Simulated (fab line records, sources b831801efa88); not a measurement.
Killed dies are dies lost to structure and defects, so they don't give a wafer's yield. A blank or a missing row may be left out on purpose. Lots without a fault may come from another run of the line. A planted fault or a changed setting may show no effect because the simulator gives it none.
Which tool did it? | flow sky130 | 24 lots, 72 wafers sampled, at 6 steps of a route of 708

WHAT THE GAUGES READ, wafer by wafer
SKY_SD_N_CD_MEAS_07: target cd 380 nm. Usual: cd_nm 380.8 nm, standard deviation 2.2.
lot  | measured     | on        | cd_nm (nm)        | flag
L074 | day 27 23:18 | cd_sem-01 | 380.4 382.1 381.4 |
L075 | day 28 08:44 | cd_sem-02 | 379.3 376.4 378.2 |
L076 | day 28 18:11 | cd_sem-02 | 380.7 381.3 381.5 |
L077 | day 29 05:09 | cd_sem-02 | 383.5 383.9 384.4 |
L079 | day 29 05:48 | cd_sem-01 | 382.3 382.2 382.6 |
L078 | day 29 09:55 | cd_sem-02 | 379.2 382.9 383.5 |
L081 | day 30 02:01 | cd_sem-01 | 379.9 381.8 378.2 |
L080 | day 30 04:33 | cd_sem-02 | 379.9 382.3 379.4 |
L082 | day 30 13:52 | cd_sem-01 | 381.3 381.6 380.9 |
L083 | day 30 20:18 | cd_sem-02 | 383.3 381.5 380.4 |
L084 | day 31 07:20 | cd_sem-01 | 378.6 379.4 379.4 |
L085 | day 31 16:37 | cd_sem-02 | 378.0 378.5 378.0 |
L086 | day 32 01:19 | cd_sem-02 | 380.3 381.7 379.4 |
L087 | day 32 07:30 | cd_sem-02 | 380.8 378.1 380.6 |
L088 | day 32 16:24 | cd_sem-02 | 379.2 380.8 381.2 |
L089 | day 32 21:28 | cd_sem-01 | 378.6 378.6 378.9 |
L090 | day 33 01:03 | cd_sem-02 | 380.6 379.0 379.1 |
L091 | day 33 16:33 | cd_sem-02 | 379.0 375.8 378.3 |
L092 | day 33 21:16 | cd_sem-02 | 381.2 383.4 382.0 |
L093 | day 34 04:59 | cd_sem-01 | 380.2 380.1 381.8 |
L094 | day 34 11:51 | cd_sem-01 | 385.5 384.4 385.4 |
L095 | day 34 21:14 | cd_sem-01 | 380.1 382.1 383.2 |
L096 | day 34 22:59 | cd_sem-02 | 383.6 384.3 384.0 |
L097 | day 35 03:34 | cd_sem-02 | 382.0 382.5 382.0 |

SKY_VIA4_THK_MEAS_01. Usual: VIA4_HDPCVD_THK 1749 nm, standard deviation 17.
lot  | measured     | on            | VIA4_HDPCVD_THK (nm) | flag
L074 | day 41 20:00 | film_metro-03 | 1725 1742 1755       |
L075 | day 42 04:45 | film_metro-03 | 1758 1743 1749       |
L076 | day 42 13:26 | film_metro-03 | 1757 1751 1749       |
L077 | day 42 21:51 | film_metro-02 | 1764 1744 1733       |
L079 | day 42 22:21 | film_metro-03 | 1748 1748 1751       |
L078 | day 43 02:13 | film_metro-04 | 1738 1764 1725       |
L081 | day 43 14:34 | film_metro-04 | 1716 1718 1729       |
L080 | day 43 19:04 | film_metro-02 | 1721 1730 1751       |
L082 | day 44 02:57 | film_metro-03 | 1770 1780 1753       |
L083 | day 44 07:24 | film_metro-03 | 1754 1745 1756       |
L084 | day 44 16:11 | film_metro-04 | 1709 1717 1722       |
L085 | day 44 22:57 | film_metro-02 | 1776 1754 1776       |
L086 | day 45 06:04 | film_metro-02 | 1724 1748 1751       |
L087 | day 45 10:38 | film_metro-04 | 1735 1744 1740       |
L088 | day 45 19:39 | film_metro-03 | 1794 1776 1777       |
L089 | day 45 22:10 | film_metro-02 | 1748 1743 1770       |
L090 | day 46 01:04 | film_metro-04 | 1791 1776 1753       |
L091 | day 46 12:48 | film_metro-04 | 1758 1754 1761       |
L092 | day 46 18:10 | film_metro-02 | 1753 1763 1749       |
L093 | day 47 00:20 | film_metro-02 | 1763 1757 1751       |
L094 | day 47 03:05 | film_metro-03 | 1753 1778 1771       |
L095 | day 47 11:19 | film_metro-03 | 1746 1754 1748       |
L096 | day 47 14:58 | film_metro-04 | 1762 1768 1757       |
L097 | day 47 16:23 | film_metro-03 | 1746 1750 1753       |

WHICH TOOL RAN EACH LOT (tool, then ch and the chambers of the sampled wafers, then the start)
lot  | SKY_METAL3_SPUTTER_02        | SKY_METAL3_SPUTTER_03        | SKY_CAP2M_SPUTTER_02         | SKY_CAP2M_STRIP_14
L074 | pvd_sputter-01, day 36 08:20 | pvd_sputter-01, day 36 08:22 | pvd_sputter-04, day 39 17:30 | plasma_asher-01 ch 0,1, day 40 18:17
L075 | pvd_sputter-01, day 36 16:55 | pvd_sputter-01, day 36 16:58 | pvd_sputter-03, day 40 01:33 | plasma_asher-02 ch 0,1, day 41 02:11
L076 | pvd_sputter-04, day 37 02:48 | pvd_sputter-04, day 37 02:50 | pvd_sputter-04, day 40 10:41 | plasma_asher-02 ch 0,1, day 41 11:06
L077 | pvd_sputter-04, day 37 12:00 | pvd_sputter-04, day 37 12:02 | pvd_sputter-04, day 40 19:41 | plasma_asher-04 ch 0,1, day 41 20:14
L079 | pvd_sputter-01, day 37 12:35 | pvd_sputter-01, day 37 12:37 | pvd_sputter-04, day 40 20:23 | plasma_asher-01 ch 0, day 41 20:57
L078 | pvd_sputter-01, day 37 15:49 | pvd_sputter-01, day 37 15:50 | pvd_sputter-04, day 41 00:07 | plasma_asher-04 ch 0,1, day 42 00:44
L081 | pvd_sputter-01, day 38 07:39 | pvd_sputter-01, day 38 07:41 | pvd_sputter-04, day 41 14:24 | plasma_asher-01 ch 0, day 42 14:05
L080 | pvd_sputter-04, day 38 10:41 | pvd_sputter-04, day 38 10:44 | pvd_sputter-04, day 41 18:13 | plasma_asher-04 ch 0,1, day 42 18:14
L082 | pvd_sputter-01, day 38 20:45 | pvd_sputter-01, day 38 20:47 | pvd_sputter-04, day 42 03:01 | plasma_asher-01 ch 0,1, day 43 02:29
L083 | pvd_sputter-01, day 39 01:15 | pvd_sputter-01, day 39 01:17 | pvd_sputter-03, day 42 06:59 | plasma_asher-02 ch 0,1, day 43 06:39
L084 | pvd_sputter-01, day 39 10:33 | pvd_sputter-01, day 39 10:35 | pvd_sputter-03, day 42 17:31 | plasma_asher-01 ch 0,1, day 43 16:20
L085 | pvd_sputter-04, day 39 19:07 | pvd_sputter-04, day 39 19:09 | pvd_sputter-03, day 43 00:38 | plasma_asher-02 ch 0,1, day 43 23:02
L086 | pvd_sputter-01, day 40 03:09 | pvd_sputter-01, day 40 03:11 | pvd_sputter-01, day 43 07:29 | plasma_asher-02 ch 0,1, day 44 06:35
L087 | pvd_sputter-01, day 40 07:01 | pvd_sputter-01, day 40 07:03 | pvd_sputter-03, day 43 12:03 | plasma_asher-01 ch 1, day 44 11:17
L088 | pvd_sputter-04, day 40 19:11 | pvd_sputter-04, day 40 19:14 | pvd_sputter-04, day 43 23:01 | plasma_asher-02 ch 0, day 44 21:29
L089 | pvd_sputter-03, day 40 23:03 | pvd_sputter-03, day 40 23:05 | pvd_sputter-03, day 44 01:07 | plasma_asher-04 ch 1, day 44 23:30
L090 | pvd_sputter-04, day 41 01:00 | pvd_sputter-04, day 41 01:02 | pvd_sputter-03, day 44 03:11 | plasma_asher-02 ch 0,1, day 45 01:56
L091 | pvd_sputter-03, day 41 15:21 | pvd_sputter-03, day 41 15:23 | pvd_sputter-03, day 44 16:19 | plasma_asher-04 ch 0,1, day 45 13:51
L092 | pvd_sputter-03, day 41 20:18 | pvd_sputter-03, day 41 20:20 | pvd_sputter-04, day 44 21:53 | plasma_asher-01 ch 1, day 45 19:17
L093 | pvd_sputter-03, day 42 04:46 | pvd_sputter-03, day 42 04:48 | pvd_sputter-03, day 45 05:33 | plasma_asher-01 ch 0,1, day 46 02:17
L094 | pvd_sputter-04, day 42 08:34 | pvd_sputter-04, day 42 08:36 | pvd_sputter-03, day 45 08:15 | plasma_asher-02 ch 0,1, day 46 04:56
L095 | pvd_sputter-01, day 42 18:04 | pvd_sputter-01, day 42 18:07 | pvd_sputter-04, day 45 17:30 | plasma_asher-04 ch 0,1, day 46 13:36
L096 | pvd_sputter-01, day 42 20:58 | pvd_sputter-01, day 42 21:00 | pvd_sputter-01, day 45 20:26 | plasma_asher-04 ch 0,1, day 46 17:05
L097 | pvd_sputter-03, day 42 23:31 | pvd_sputter-03, day 42 23:33 | pvd_sputter-04, day 45 22:03 | plasma_asher-04 ch 0, day 46 18:35
- SKY_METAL3_SPUTTER_02: material AlCu, target thk 735 nm, time 39.1 s.
- SKY_METAL3_SPUTTER_03: material Ti, target thk 5 nm, time 3.3 s.
- SKY_CAP2M_SPUTTER_02: material TiN, target thk 200 nm, time 166.7 s.
- SKY_CAP2M_STRIP_14: strips in O2/N2.

WHAT THE TOOLS THEMSELVES READ (means of the sampled wafers that have a number; where no wafer has one, the mark that the record gives instead)
SKY_METAL3_SPUTTER_02. Usual: throttle_valve_pct 30.0 %, standard deviation 1.
lot  | tool           | throttle_valve_pct (%) | flag
L074 | pvd_sputter-01 | 29.3                   |
L075 | pvd_sputter-01 | 29.4                   |
L076 | pvd_sputter-04 | 30.6                   |
L077 | pvd_sputter-04 | 30.8                   |
L079 | pvd_sputter-01 | 29.1                   |
L078 | pvd_sputter-01 | 30.0                   |
L081 | pvd_sputter-01 | 30.0                   |
L080 | pvd_sputter-04 | 31.0                   |
L082 | pvd_sputter-01 | 29.1                   |
L083 | pvd_sputter-01 | 29.6                   |
L084 | pvd_sputter-01 | 30.2                   |
L085 | pvd_sputter-04 | 31.0                   |
L086 | pvd_sputter-01 | 29.9                   |
L087 | pvd_sputter-01 | 28.8                   |
L088 | pvd_sputter-04 | 30.7                   |
L089 | pvd_sputter-03 | 30.2                   |
L090 | pvd_sputter-04 | 30.9                   |
L091 | pvd_sputter-03 | 29.7                   |
L092 | pvd_sputter-03 | 30.3                   |
L093 | pvd_sputter-03 | 30.3                   |
L094 | pvd_sputter-04 | 30.6                   |
L095 | pvd_sputter-01 | 29.8                   |
L096 | pvd_sputter-01 | 29.4                   |
L097 | pvd_sputter-03 | 29.9                   |

SKY_METAL3_SPUTTER_03. Usual: throttle_valve_pct 30.0 %, standard deviation 1.
lot  | tool           | throttle_valve_pct (%) | flag
L074 | pvd_sputter-01 | 29.4                   |
L075 | pvd_sputter-01 | 29.2                   |
L076 | pvd_sputter-04 | 30.5                   |
L077 | pvd_sputter-04 | 30.8                   |
L079 | pvd_sputter-01 | 29.2                   |
L078 | pvd_sputter-01 | 30.1                   |
L081 | pvd_sputter-01 | 30.1                   |
L080 | pvd_sputter-04 | 30.9                   |
L082 | pvd_sputter-01 | 29.3                   |
L083 | pvd_sputter-01 | 29.7                   |
L084 | pvd_sputter-01 | 30.3                   |
L085 | pvd_sputter-04 | 31.1                   |
L086 | pvd_sputter-01 | 30.0                   |
L087 | pvd_sputter-01 | 29.0                   |
L088 | pvd_sputter-04 | 30.7                   |
L089 | pvd_sputter-03 | 30.2                   |
L090 | pvd_sputter-04 | 30.7                   |
L091 | pvd_sputter-03 | 29.8                   |
L092 | pvd_sputter-03 | 30.1                   |
L093 | pvd_sputter-03 | 30.3                   |
L094 | pvd_sputter-04 | 30.7                   |
L095 | pvd_sputter-01 | 29.9                   |
L096 | pvd_sputter-01 | 29.4                   |
L097 | pvd_sputter-03 | 29.8                   |

SKY_CAP2M_SPUTTER_02. Usual: throttle_valve_pct 30.5 %, standard deviation 1.
lot  | tool           | throttle_valve_pct (%) | flag
L074 | pvd_sputter-04 | 29.8                   |
L075 | pvd_sputter-03 | 29.8                   |
L076 | pvd_sputter-04 | 31.0                   |
L077 | pvd_sputter-04 | 30.7                   |
L079 | pvd_sputter-04 | 30.8                   |
L078 | pvd_sputter-04 | 31.4                   |
L081 | pvd_sputter-04 | 30.1                   |
L080 | pvd_sputter-04 | 30.9                   |
L082 | pvd_sputter-04 | 30.6                   |
L083 | pvd_sputter-03 | 30.2                   |
L084 | pvd_sputter-03 | 30.6                   |
L085 | pvd_sputter-03 | 30.3                   |
L086 | pvd_sputter-01 | 30.0                   |
L087 | pvd_sputter-03 | 31.1                   |
L088 | pvd_sputter-04 | 31.9                   |
L089 | pvd_sputter-03 | 30.2                   |
L090 | pvd_sputter-03 | 30.5                   |
L091 | pvd_sputter-03 | 30.5                   |
L092 | pvd_sputter-04 | 31.7                   |
L093 | pvd_sputter-03 | 29.8                   |
L094 | pvd_sputter-03 | 30.5                   |
L095 | pvd_sputter-04 | 31.9                   |
L096 | pvd_sputter-01 | 29.5                   |
L097 | pvd_sputter-04 | 30.7                   |

SKY_CAP2M_STRIP_14. Usual: drypump_motor_current_A 5.7 A, standard deviation 0.33; oes_product_au 0.710 a.u., standard deviation 0.0042; strip_time_to_endpoint_s 12.67 s, standard deviation 0.042.
lot  | tool            | drypump_motor_current_A (A) | oes_product_au (a.u.) | strip_time_to_endpoint_s (s) | flag
L074 | plasma_asher-01 | 5.5                         | 0.710                 | 12.70                        |
L075 | plasma_asher-02 | 5.5                         | 0.713                 | 12.66                        |
L076 | plasma_asher-02 | 5.4                         | 0.710                 | 12.69                        |
L077 | plasma_asher-04 | 6.1                         | 0.705                 | 12.71                        |
L079 | plasma_asher-01 | 5.3                         | 0.704                 | 12.62                        |
L078 | plasma_asher-04 | 6.1                         | 0.710                 | 12.63                        |
L081 | plasma_asher-01 | 5.2                         | 0.711                 | 12.62                        |
L080 | plasma_asher-04 | 6.1                         | 0.712                 | 12.65                        |
L082 | plasma_asher-01 | 5.4                         | 0.710                 | 12.65                        |
L083 | plasma_asher-02 | 5.4                         | 0.713                 | 12.63                        |
L084 | plasma_asher-01 | 5.3                         | 0.711                 | 12.68                        |
L085 | plasma_asher-02 | 5.6                         | 0.708                 | 12.63                        |
L086 | plasma_asher-02 | 5.5                         | 0.712                 | 12.74                        |
L087 | plasma_asher-01 | 5.6                         | 0.706                 | 12.72                        |
L088 | plasma_asher-02 | 5.3                         | 0.707                 | 12.70                        |
L089 | plasma_asher-04 | 6.2                         | 0.711                 | 12.68                        |
L090 | plasma_asher-02 | 5.6                         | 0.711                 | 12.67                        |
L091 | plasma_asher-04 | 6.1                         | 0.712                 | 12.65                        |
L092 | plasma_asher-01 | 5.6                         | 0.716                 | 12.69                        |
L093 | plasma_asher-01 | 5.5                         | 0.714                 | 12.65                        |
L094 | plasma_asher-02 | 5.4                         | 0.708                 | 12.72                        |
L095 | plasma_asher-04 | 6.0                         | 0.714                 | 12.67                        |
L096 | plasma_asher-04 | 6.1                         | 0.712                 | 12.60                        |
L097 | plasma_asher-04 | 5.9                         | 0.713                 | 12.65                        |

THE ANSWER, worked out from the rows above alone
Rule: a lot is off if the mean of its wafers that have a number lies more than 3 standard deviations from the usual mean. A lot without any number at a reading at which 4 lots or more have one is off too. The other lots that the step has rows for count as sound. The gauges are gone through in route order, then the tools' own readings, and for those a lot's mean is taken as printed above. The first step at which some lot is off is used, and at that step the reading that is off furthest; a lot without a number counts as furthest.
No lot is off at any reading shown: from this, nothing can be told.

WHAT THE SIMULATOR HAD PUT IN
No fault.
